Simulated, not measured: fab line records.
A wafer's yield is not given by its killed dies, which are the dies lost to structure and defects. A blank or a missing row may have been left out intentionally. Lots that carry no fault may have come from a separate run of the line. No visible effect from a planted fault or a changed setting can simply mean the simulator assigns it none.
A lot that was struck, set against a sound lot -- flow sky130 -- 18 steps out of a route of 708
Sound: wafers L818.2, L818.3, L818.4. Struck: wafers L817.1, L817.3, L817.5. The cause comes at the end.
Each step with rows lists, per side, the tool, then ch with its chambers, then its first start. Under that, the readings that differ: sound wafers -- struck wafers -- difference of the means -- sigmas: that difference in standard deviations of wafers without a fault.
alike: same words and numbers on both sides, and readings whose means sit less than 2 such deviations apart. not compared: any withheld reading, any reading some wafer has no value for, any bound like >300 that may hide the same value, and any number with overlapping values for which the record gives no deviation.
The two part at a step that has a row with sigmas, a row that says differs or no value, or rows on one side only. Non-overlapping numbers with no deviation appear without sigmas and do not part them. Lack of a reading on every wafer of one side parts them only where that side has two or more wafers.

SKY_POLY_GATE_ETCH_15: etches BARC in N2/H2, stops on SiO2, time 118.5 s, target depth 110 nm.
  sound on rieDiel-03 ch 0,2,3, day 22 19:43; struck on rieDiel-02 ch 0,2,3, day 21 23:20
  alike: biasW, drypumpMotorCurrentA, oesProductAu, throttleValvePct
  not compared: rfHoursCounterH
SKY_POLY_GATE_ETCH_16: etches Si3N4 in CH3F/O2, stops on poly-Si, time 147.5 s, target depth 75 nm.
  sound on rieDiel-03 ch 0,2,3, day 22 19:49; struck on rieDiel-02 ch 0,2,3, day 21 23:25
  alike: biasW, drypumpMotorCurrentA, oesProductAu, throttleValvePct
  not compared: rfHoursCounterH
SKY_POLY_GATE_ETCH_17: etches poly-Si in HBr/Cl2, stops on SiO2, target depth 180 nm, time 70.5 s.
  sound on rieSi-01 ch 0,1,2, day 22 19:54; struck on rieSi-02 ch 0,1,3, day 21 23:31
  alike: biasW, drypumpMotorCurrentA, mfcCl2Sccm, oesProductAu, throttleValvePct
  not compared: rfHoursCounterH
SKY_POLY_GATE_STRIP_18: strips in O2/N2.
  sound on plasmaAsher-01 ch 0,1, day 22 19:58; struck on plasmaAsher-01 ch 0,1, day 21 23:34
  alike: drypumpMotorCurrentA, oesProductAu, stripTimeToEndpointS
  not compared: rfHoursCounterH
then, 2 steps without rows for these wafers: SKY_POLY_GATE_CLEAN_19 (cleans in SC1/SC2, time 150 s); SKY_POLY_GATE_OXIDATION_20 (stabilise 600 s, purge 300 s, target thk 4 nm).
SKY_POLY_GATE_THK_MEAS_21:
  sound on filmMetro-01, day 22 21:23; struck on filmMetro-01, day 22 00:58
  alike: POLY_GATE_OXIDATION_THK
SKY_POLY_GATE_CD_MEAS_22:
  sound on cdSem-02, day 22 21:27; struck on cdSem-02, day 22 01:02
  alike: cdNm
then, 4 steps without rows for these wafers: SKY_LDD_N_DEHYDRATE_00 (time 60 s); SKY_LDD_N_HMDS_01 (prime time 60 s); SKY_LDD_N_COAT_02 (resist thk 300 nm); SKY_LDD_N_SOFTBAKE_03 (time 60 s).
SKY_LDD_N_EXPOSE_04: exposes mask NTM, target cd 840 nm.
  sound on ilineStepper-02 ch 0, day 23 12:44; struck on ilineStepper-01 ch 0, day 22 15:58
reading,sound,struck,difference,sigmas
model.LDD_N.overlayXNm (nm),-0.01527 -0.01527 -0.01527,-49.62 -49.62 -49.62,-49.60,
  alike: mask
then, 2 steps without rows for these wafers: SKY_LDD_N_PEB_05; SKY_LDD_N_DEVELOP_06 (develop time 60 s).
SKY_LDD_N_OVL_MEAS_07:
  sound on overlay-02, day 24 02:50; struck on overlay-01, day 23 07:22
reading,sound,struck,difference,sigmas
LDD_N_OVL (nm),0.7 1.1 1.1,-49.8 -49.7 -50.1,-50.8,-42
then, 1 step without rows for these wafers: SKY_LDD_N_IMPLANT_08.
-- the record jumps here: 26 days lie between the struck wafers' starts before and after (it left off in module LDD_N and takes up again in module PAD_OPEN, whose first step shown is number 708 of the route) --
SKY_PAD_OPEN_PROBE_99:
  sound on prober-01, day 49 15:55; struck on prober-02, day 49 08:27
  alike: killed_at_M0_to_M3, killed_at_M4_up, killedAtContacts, killedAtFrontEnd, killedAtOther, killedDies, killedOpen, killedShort

WHERE THEY PART
SKY_LDD_N_OVL_MEAS_07 only, going by this record. Later steps at which nothing parts them and some readings are alike: SKY_PAD_OPEN_PROBE_99.

WHY: the cause the simulator had injected
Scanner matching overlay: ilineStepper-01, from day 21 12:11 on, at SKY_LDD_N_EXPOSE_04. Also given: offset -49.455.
